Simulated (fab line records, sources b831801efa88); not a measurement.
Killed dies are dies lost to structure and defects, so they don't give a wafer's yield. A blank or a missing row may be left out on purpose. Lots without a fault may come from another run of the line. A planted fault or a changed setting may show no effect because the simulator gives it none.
Split-lot experiment | flow gf180mcu | 5 lots, 23 wafers read, on a route of 602 steps

THE SPLIT
At GF_VT_IMPLANT_IMPLANT_08, the setting energy_kev was moved away from the recipe's 20 on 10 of the 23 wafers read, by -9.0% to +5.9%. The other wafers ran this setting at the recipe's value.

FROM THE SPLIT TO THE READING: what the file shows between them, 1 step
- GF_VT_IMPLANT_STRIP_09: strips in O2/N2

THE READING
VT_IMPLANT_TW, at GF_VT_IMPLANT_TW_MEAS_10. Fault-free wafers of this fab line usually give 561, standard deviation 5.2.

wafer  | tool, chamber at the split | energy_kev as run | against the recipe | VT_IMPLANT_TW | against lot-mates on the recipe
L074.1 | implanter-02, 0            | 20                | recipe             | 554           | -
L074.3 | implanter-02, 0            | 20                | recipe             | 556           | -
L074.4 | implanter-02, 0            | 18.2              | -9.0%              | 539           | -16
L074.5 | implanter-02, 0            | 20                | recipe             | 555           | -
L074.6 | implanter-02, 0            | 18.2              | -9.0%              | 539           | -16
L076.1 | implanter-03, 0            | 20                | recipe             | 560           | -
L076.4 | implanter-03, 0            | 20                | recipe             | 558           | -
L076.5 | implanter-03, 0            | 20                | recipe             | 558           | -
L080.1 | implanter-04, 0            | 20                | recipe             | 561           | -
L080.2 | implanter-04, 0            | 21.18             | +5.9%              | 570           | +8
L080.4 | implanter-04, 0            | 20                | recipe             | 564           | -
L080.5 | implanter-04, 0            | 21.18             | +5.9%              | 571           | +8
L080.6 | implanter-04, 0            | 21.18             | +5.9%              | 572           | +10
L083.1 | implanter-03, 0            | 20                | recipe             | 560           | -
L083.2 | implanter-03, 0            | 18.52             | -7.4%              | 544           | -15
L083.3 | implanter-03, 0            | 20                | recipe             | 558           | -
L083.4 | implanter-03, 0            | 18.52             | -7.4%              | 547           | -12
L083.6 | implanter-03, 0            | 18.52             | -7.4%              | 546           | -13
L085.1 | implanter-03, 0            | 20                | recipe             | 559           | -
L085.2 | implanter-03, 0            | 20                | recipe             | 559           | -
L085.4 | implanter-03, 0            | 20.48             | +2.4%              | 564           | +6
L085.5 | implanter-03, 0            | 20.48             | +2.4%              | 565           | +7
L085.6 | implanter-03, 0            | 20                | recipe             | 556           | -

THE FIT
A straight line over all 23 wafers: VT_IMPLANT_TW changes by +2.01 for each +1% of energy_kev; r = +0.97; the points scatter about the line by 2.3.
The same after taking each lot's own level away (the mean of its wafers on the recipe; 23 wafers): +1.73 for each +1%; r = +0.98; scatter 1.5.
On that fit, the largest move of energy_kev shifts the reading by 16.
The lots' own levels span 555.0 to 562.5, that is 1.4 times the standard deviation above.
So the lot-to-lot level changes the slope: the two fits differ.
Check: with one of the wafers moved furthest among these (-9.0%) left out of the fit, the line predicts -15.6 for it against its lot-mates. It came out at -16 against them.

OTHER SPLITS ON THESE WAFERS
These wafers also went through other splits before the reading. Each is held against what the fit with the lots' levels taken away leaves over:
other split on the same wafers | wafers away from the commonest value | r with VT_IMPLANT_TW (lot level and that fit taken away)
GF_STI_COAT_07 resist_thk_nm   | 5                                    | +0.40
GF_STI_ETCH_13 over_etch_frac  | 9                                    | -0.21
GF_STI_CVD_23 sih4_flow_sccm   | 11                                   | +0.00
GF_DNWELL_SOFTBAKE_03 temp_c   | 5                                    | +0.05
GF_MVPSD_COAT_02 resist_thk_nm | 10                                   | +0.06
GF_MVPSD_EXPOSE_04 dose_mj     | 8                                    | -0.15

THE WHOLE CHAIN: every reading that the file lists as answering this split, in the file's order
step                     | what it does | reading                                                         | change (the file's fit)                | r (the file's)
GF_VT_IMPLANT_IMPLANT_08 |              | implant.rp_nm (the simulator's own value, which no gauge read)  | +0.138 nm for each +1% of the setting  | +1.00
GF_VT_IMPLANT_IMPLANT_08 |              | implant.drp_nm (the simulator's own value, which no gauge read) | +0.0691 nm for each +1% of the setting | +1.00
GF_VT_IMPLANT_TW_MEAS_10 |              | VT_IMPLANT_TW                                                   | +1.73 for each +1% of the setting      | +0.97

THE FILE'S OWN FIT
VT_IMPLANT_TW changes by +1.73 for each +1% of energy_kev, r = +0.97.
